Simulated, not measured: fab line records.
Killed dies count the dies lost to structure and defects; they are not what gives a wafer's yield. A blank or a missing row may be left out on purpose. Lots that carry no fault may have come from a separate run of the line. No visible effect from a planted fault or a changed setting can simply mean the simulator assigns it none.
The same fault as seen by 2 desks :: flow gf180mcu :: every desk sees just its own numbers, and what lay behind them comes last

AT THE TOOL OWNER'S DESK: cmp-01
The tool's own readings at GF_CONTACT_CMP_04 (polishes SiO2): means of the sampled wafers that have a number, for each lot that ran on this tool. Marked OUT: a lot whose mean sits more than 4 standard deviations from the usual mean, which makes it out of limits; the brackets give that distance.
Columns: A = motor-current-A at GF_CONTACT_CMP_04, usual 12.8 A; B = retaining-ring-pressure-frac at GF_CONTACT_CMP_04, usual 1.000; C = time-to-endpoint-s at GF_CONTACT_CMP_04, usual 113 s
lot: L873
first seen here: day 16 02:37
A: 13.5
B: 1.001
C: 115

lot: L877
first seen here: day 17 07:08
A: 14.6
B: 1.001
C: 117

lot: L887
first seen here: day 20 23:54
A: 14.0
B: 1.002
C: 138 (+4.8) OUT

lot: L889
first seen here: day 21 19:02
A: 13.2
B: 0.996
C: 128
Finding of this desk: L887 out of limits; the first was L887 at day 20 23:54, on time-to-endpoint-s at GF_CONTACT_CMP_04. L873, L877, L889: within limits.

AT THE METROLOGY DESK
What the gauges read, lot by lot, whatever tool the lot ran on: means of the sampled wafers that have a number. Marked OUT: a lot whose mean sits more than 4 standard deviations from the usual mean, which makes it out of limits; the brackets give that distance.
Columns: A = NSD_OVL at GF_NSD_OVL_MEAS_08, usual 0.5 nm; B = SALICIDE_TIN_THK at GF_SALICIDE_THK_MEAS_05, usual 19.96 nm; C = cd-nm at GF_M1_CD_MEAS_14, usual 229.8 nm
lot: L871
first seen here: day 13 17:26
A: 2.4
B: 20.03
C: 230.3

lot: L872
first seen here: day 13 20:47
A: -0.3
B: 19.93
C: 229.4

lot: L873
first seen here: day 14 05:46
A: 1.7
B: 20.29
C: 229.6

lot: L875
first seen here: day 14 23:02
A: -0.6
B: 20.12
C: 229.3

lot: L877
first seen here: day 15 08:23
A: 0.6
B: 19.80
C: 229.4

lot: L879
first seen here: day 16 03:08
A: 0.5
B: 20.14
C: 229.6

lot: L880
first seen here: day 16 08:47
A: 1.4
B: 19.71
C: 229.5

lot: L881
first seen here: day 16 22:25
A: -0.6
B: 20.10
C: 228.4

lot: L883
first seen here: day 17 11:01
A: 0.4
B: 19.62
C: 228.7

lot: L887
first seen here: day 18 20:46
A: -1.9
B: 20.18
C: 229.7

lot: L889
first seen here: day 19 16:26
A: 0.8
B: 19.88
C: 229.5

lot: L892
first seen here: day 20 21:41
A: 1.0
B: 20.53
C: 228.3

lot: L893
first seen here: day 21 00:01
A: 0.4
B: 20.30
C: 229.3
Finding of this desk: none of the 13 lots has anything out of limits.

PUT TOGETHER
An alarm could have come from the tool owner's desk at day 20 23:54, on L887.
Metrology desk: nothing out of limits seen.
The metrology desk holds a record of L887, inside its limits.
Of the lots named, all ran GF_CONTACT_CMP_04 on cmp-01.

WHAT WAS PUT IN BY THE SIMULATOR
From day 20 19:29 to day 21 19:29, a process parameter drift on cmp-01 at GF_CONTACT_CMP_04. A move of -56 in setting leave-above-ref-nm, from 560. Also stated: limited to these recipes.
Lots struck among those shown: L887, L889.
Hours from the fault's start to each desk's first reading out of limits: the tool owner's desk, 4.
